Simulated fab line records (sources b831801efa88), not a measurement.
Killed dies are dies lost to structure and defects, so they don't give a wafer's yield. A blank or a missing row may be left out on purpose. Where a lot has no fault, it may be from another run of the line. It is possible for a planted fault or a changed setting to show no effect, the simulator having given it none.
Problem report, 8D (eight disciplines) form, completed by code | flow gf180mcu | the parts of the form that need people (team, actions taken, sign-off) are left out

1. THE ISSUE
Mean NSD_RS at GF_PSD_RS_MEAS_14: 43.01 ohm/sq over 6 wafers in 2 lots; fault-free wafers: 46.18 ohm/sq, standard deviation 0.072. That is -44 standard deviations from the usual mean.
The step: measures by four-point-probe.
Earliest sighting: wafer L207.3 on filmMetro-04 at day 18 01:59. Wafers with a number at this step in the record: 39, from 13 lots. Rule for "out" (also "out of limits"): further than 4 standard deviations from the usual mean. All remaining wafers that have a number are taken as sound.

2. WHAT IT IS AND WHAT IT IS NOT
question                    | is                         | is not
which readings at this step | NSD_RS                     | -
which lots                  | L207, L208                 | L196, L197, L198, L199, L200, L201, L202, L210, L216, L218, L219
which wafers of those lots  | all that have a number     | -
read on which gauges        | filmMetro-03, filmMetro-04 | filmMetro-02
when                        | from day 18 01:59          | up to then (21 sound wafers); but 12 sound wafers of L210, L216, L218, L219 came after

3. SUSPECTS, AND WHAT RULES EACH OUT
Counting: a tool at any process step up to the reading remains a suspect when it ran all the lots that are out and ran no sound lot after the first of those.
- the gauge at GF_PSD_RS_MEAS_14 has been ruled out. The wafers that are out were read on 2 gauges (filmMetro-03, filmMetro-04).
- rtpAnneal-02 at GF_PSD_RTA_13 (time 20 s): ruled out as a lasting fault. The sound lots L219 went through it after L207, its earliest lot that is out (day 18 01:53).
Left after counting: nothing in the record.

4. THE CAUSE (what the simulator had put in)
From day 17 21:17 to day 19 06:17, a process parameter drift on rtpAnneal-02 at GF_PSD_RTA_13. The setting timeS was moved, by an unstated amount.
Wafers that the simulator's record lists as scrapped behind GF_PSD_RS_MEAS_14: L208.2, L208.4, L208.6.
Counting ruled it out, wrongly: the rule takes a fault to strike every lot that its tool runs from its start on, and this one did not.

5. SEQUENCE OF EFFECTS, ordered by route
One row per reading whose mean, taken over the struck wafers that have a number, lies over 3 standard deviations from the usual. Readings are gone through only where the record gives a usual standard deviation; hours: the median, over the lots, of the time from a lot's start at the first step in this table giving one to that lot's start at this step; sigmas: the change measured in usual standard deviations.
hours | step              | reading    | usual         | on struck wafers | change | sigmas
0     | GF_PSD_RTA_13     | runLengthS | 48.86 s       | 65.57            | +16.71 | +62
0     | GF_PSD_RS_MEAS_14 | NSD_RS     | 46.18 ohm/sq  | 43.01            | -3.17  | -44
3     | GF_PSD_RS_MEAS_15 | PSD_RS     | 108.76 ohm/sq | 102.94           | -5.82  | -22
Its process steps:
- GF_PSD_RTA_13: time 20 s.
At these later measuring or inspecting steps, every struck wafer for which the step has a row has a number for every such reading, and none has moved that far: GF_SAB_THK_MEAS_01.

6. HOW IT WOULD HAVE BEEN CAUGHT EARLIER
The first out-of-limits reading at a measuring or inspecting step in this record came at day 18 01:59, 5 hours after the fault's start at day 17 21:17.
At GF_PSD_RTA_13, the tool's own readings (runLengthS) were out on each struck wafer the step has a row for, so an alarm limit on them would have fired on the first such wafer.
